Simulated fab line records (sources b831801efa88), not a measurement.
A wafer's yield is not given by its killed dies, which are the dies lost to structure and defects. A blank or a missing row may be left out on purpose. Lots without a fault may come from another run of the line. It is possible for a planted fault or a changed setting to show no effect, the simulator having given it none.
Check of tool commonality    flow gf180mcu    Sample size 13 lots and 39 wafers

WHAT PROMPTED THE OPENING
Of 13 lots, 2 have the reading MVSD_RS flagged at GF_VT_IMPLANT_RS_MEAS_46. No-fault wafers: 457.3 ohm/sq, standard deviation 1.2.
Rule: a lot is flagged when every wafer of it that has a number lies more than 4 standard deviations from that mean, or none has a number. As for the other lots, they are considered sound.

lot   measured      on             MVSD_RS (ohm/sq), wafer by wafer  flag
L446  day 7 10:49   film metro-02  456.0 455.9 455.6                 
L447  day 7 17:06   film metro-02  455.4 455.0 456.4                 
L448  day 8 03:52   film metro-01  457.0 456.8 456.5                 
L450  day 8 20:58   film metro-02  457.7 458.0 455.9                 
L451  day 9 01:19   film metro-02  457.1 457.6 457.5                 
L452  day 9 07:43   film metro-01  456.9 454.6 456.2                 
L455  day 10 02:42  film metro-03  457.3 455.5 457.8                 
L456  day 10 06:35  film metro-03  457.8 457.5 456.4                 
L462  day 12 01:10  film metro-01  468.3 468.1 468.4                 FLAGGED
L464  day 12 15:50  film metro-01  466.8 466.6 467.7                 FLAGGED
L466  day 13 07:47  film metro-01  460.4 460.2 461.2                 
L468  day 13 16:32  film metro-02  456.7 457.7 457.2                 
L469  day 13 23:42  film metro-02  455.5 456.7 456.0                 
On average the flagged lots' numbers are 467.6 ohm/sq, which is +10.3 ohm/sq against the usual, or +9 standard deviations.

EACH LOT AND THE TOOL IT RAN ON
The record holds 2 process steps before the reading, out of a route of 602 steps. In each cell: the tool, then ch and the chambers that the sampled wafers went through, then the start.
lot   flag     GF_DNWELL_STRIP_08                   GF_MVSD_IMPLANT_08
L446           plasma asher-03 ch 0, day 2 18:15    implanter-04 ch 0, day 4 09:17
L447           plasma asher-04 ch 0,1, day 3 00:25  implanter-03 ch 0, day 4 15:19
L448           plasma asher-03 ch 0,1, day 3 07:08  implanter-03 ch 0, day 4 23:19
L450           plasma asher-03 ch 0,1, day 3 19:47  implanter-03 ch 0, day 5 13:05
L451           plasma asher-03 ch 0,1, day 3 23:41  implanter-01 ch 0, day 5 17:52
L452           plasma asher-03 ch 0, day 4 03:09    implanter-03 ch 0, day 5 22:23
L455           plasma asher-04 ch 0,1, day 4 19:02  implanter-01 ch 0, day 6 15:01
L456           plasma asher-01 ch 0,1, day 4 22:30  implanter-04 ch 0, day 6 18:52
L462  FLAGGED  plasma asher-04 ch 0,1, day 6 07:08  implanter-01 ch 0, day 8 07:31
L464  FLAGGED  plasma asher-01 ch 0,1, day 6 19:21  implanter-01 ch 0, day 8 20:18
L466           plasma asher-01 ch 0,1, day 7 04:57  implanter-04 ch 0, day 9 07:38
L468           plasma asher-03 ch 1, day 7 14:23    implanter-04 ch 0, day 9 17:10
L469           plasma asher-01 ch 0,1, day 7 20:01  implanter-04 ch 0, day 9 23:33
What these steps do:
- GF_DNWELL_STRIP_08: strips in O2/N2.
- GF_MVSD_IMPLANT_08
- GF_VT_IMPLANT_RS_MEAS_46: measures by four-point-probe.

FLAGGED AGAINST TOTAL, ONE TOOL AT A TIME (gauges that did the reading follow at the end)
step                      tool             lots run  flagged  share of the flagged lots  sound lots run after its first flagged lot
GF_DNWELL_STRIP_08        plasma asher-01  4         1        some                       2 (L466,L469)
GF_DNWELL_STRIP_08        plasma asher-03  6         0        none                       -
GF_DNWELL_STRIP_08        plasma asher-04  3         1        some                       0
GF_MVSD_IMPLANT_08        implanter-01     4         2        all                        0
GF_MVSD_IMPLANT_08        implanter-03     4         0        none                       -
GF_MVSD_IMPLANT_08        implanter-04     5         0        none                       -
GF_VT_IMPLANT_RS_MEAS_46  film metro-01    5         2        all                        1 (L466)
GF_VT_IMPLANT_RS_MEAS_46  film metro-02    6         0        none                       -
GF_VT_IMPLANT_RS_MEAS_46  film metro-03    2         0        none                       -

THE TABLE: WHAT IT ALLOWS
Every flagged lot went through 2 rows of the table: implanter-01 at GF_MVSD_IMPLANT_08 and film metro-01 at GF_VT_IMPLANT_RS_MEAS_46.
- implanter-01 at GF_MVSD_IMPLANT_08 ran 4 lots, 2 of them flagged. A fault beginning between L455 (day 6 15:01), its last sound lot, and L462 (day 8 07:31), its first flagged one, fits the data. Its own readings (beam energy keV) fall more than 4 standard deviations out on all wafers of the flagged lots.
- film metro-01 at GF_VT_IMPLANT_RS_MEAS_46 ran 5 lots, 2 of them flagged. After the first flagged lot (L466), sound lots still ran on it; a lasting fault on the whole tool would not permit that.
implanter-01 at GF_MVSD_IMPLANT_08 is the single tool remaining.

WHAT WAS PUT IN BY THE SIMULATOR
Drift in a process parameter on implanter-01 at GF_MVSD_IMPLANT_08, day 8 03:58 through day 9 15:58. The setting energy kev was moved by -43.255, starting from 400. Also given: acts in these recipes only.
Shown lots that were struck: L462, L464. The rule above reached the same finding.
